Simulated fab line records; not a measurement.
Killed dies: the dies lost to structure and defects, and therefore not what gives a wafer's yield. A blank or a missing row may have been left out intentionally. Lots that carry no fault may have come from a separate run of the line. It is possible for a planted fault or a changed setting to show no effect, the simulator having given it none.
A struck lot beside a sound one | flow gf180mcu | 20 steps out of a route of 602
Sound: wafers L667.4, L667.5, L667.6. Wafers L671.1, L671.2, L671.5 were the ones struck. The cause is given at the end.
Per side, at each step with rows, come the tool, then ch with its chambers, and then its first start. Under that, the readings that differ: sound wafers | struck wafers | difference of the means | sigmas: that difference in standard deviations of wafers without a fault.
alike: words and numbers the same on both sides, and readings whose means are apart by under 2 such deviations; not compared: readings that were withheld, readings missing a value for some wafer, numbers with overlapping values and no deviation given by the record, and bounds like >300 which may hide the same value.
The two part at a step that has a row with sigmas, a row that says differs or no value, or rows on one side only. When numbers do not overlap yet have no deviation, they are printed without sigmas and do not part them. A reading missing from all wafers of one side parts the sides only when that side holds two or more wafers.

first, 3 steps without rows for these wafers: GF_MIM_EXPOSE_16 (exposes mask FuseTop, target cd 2000 nm); GF_MIM_PEB_17; GF_MIM_DEVELOP_18 (develop time 60 s).
GF_MIM_METAL_ETCH_19: etches the open film in Cl2/BCl3, stops on Si3N4, target depth 324.5 nm, time 54.1 s.
  sound on rieMetal-02 ch 0,1, day 30 06:19; struck on rieMetal-01 ch 0,1, day 31 03:26
  alike: drypumpMotorCurrentA, oesProductAu, throttleValvePct
  not compared: rfHoursCounterH
GF_MIM_STRIP_20: strips in O2/N2.
  sound on plasmaAsher-02 ch 0,1, day 30 06:23; struck on plasmaAsher-02 ch 0,1, day 31 03:30
  alike: drypumpMotorCurrentA, heaterPowerW, oesProductAu, stripTimeToEndpointS
  not compared: rfHoursCounterH
then, 7 steps without rows for these wafers: GF_MIM_STRIP_21 (strips in post etch residue remover, time 1200 s); GF_MIM_CLEAN_22 (cleans in DIW); GF_M5_DEHYDRATE_00 (time 60 s); GF_M5_HMDS_01 (prime time 60 s); GF_M5_COAT_02 (resist thk 1000 nm); GF_M5_SOFTBAKE_03 (time 60 s); GF_M5_EXPOSE_04 (exposes mask Metal5, target cd 280 nm).
GF_M5_PEB_05: peb time 90 s.
  sound on lithoTrack-03 ch 0, day 31 00:39; struck on lithoTrack-02 ch 0, day 31 20:44
then, 1 step without rows for these wafers: GF_M5_DEVELOP_06 (develop time 60 s).
GF_M5_CD_MEAS_07 targets a cd of 280 nm.
  sound: cdSem-02 at day 31 00:58; struck: cdSem-01 at day 31 21:05
reading   | sound             | struck            | difference | sigmas
cdNm (nm) | 279.2 279.5 279.5 | 272.8 272.5 272.0 | -7.0       | -5
GF_M5_OVL_MEAS_08:
  sound: overlay-02 at day 31 01:02; struck: overlay-02 at day 31 21:13
  alike: M5_OVL
GF_M5_ETCH_09: etches Si3N4 in CF4/O2, target depth 52 nm, time 11.6 s.
  sound on rieDiel-03 ch 1,2, day 31 01:03; struck on rieDiel-02 ch 0,2, day 31 21:15
reading            | sound             | struck            | difference | sigmas
model.M5.cdNm (nm) | 279.3 279.7 279.7 | 272.3 273.1 272.5 | -6.9       | 
  alike: drypumpMotorCurrentA, oesProductAu, throttleValvePct
  not compared: rfHoursCounterH
GF_M5_METAL_ETCH_10: etches the open film in Cl2/BCl3, stops on SiO2, target depth 750.8 nm, time 125.1 s.
  sound on rieMetal-03 ch 0,1, day 31 01:07; struck on rieMetal-01 ch 0,1, day 31 21:16
reading            | sound             | struck            | difference | sigmas
model.M5.cdNm (nm) | 273.6 274.5 278.7 | 266.6 270.2 267.5 | -7.5       | 
  alike: drypumpMotorCurrentA, oesProductAu, throttleValvePct
  not compared: rfHoursCounterH
GF_M5_STRIP_11: strips in O2/N2.
  sound on plasmaAsher-04 ch 0,1, day 31 01:14; struck on plasmaAsher-04 ch 0,1, day 31 21:24
  alike: drypumpMotorCurrentA, heaterPowerW, oesProductAu, stripTimeToEndpointS
  not compared: rfHoursCounterH
following that, these wafers have no rows for 1 step: GF_PASSIVATION_PROBE_99.

## WHERE THEY PART
Within this record, at GF_M5_CD_MEAS_07 only. Later steps at which nothing parts them and some readings are alike: GF_M5_OVL_MEAS_08, GF_M5_ETCH_09, GF_M5_METAL_ETCH_10, GF_M5_STRIP_11.

WHY: whatever the simulator had introduced
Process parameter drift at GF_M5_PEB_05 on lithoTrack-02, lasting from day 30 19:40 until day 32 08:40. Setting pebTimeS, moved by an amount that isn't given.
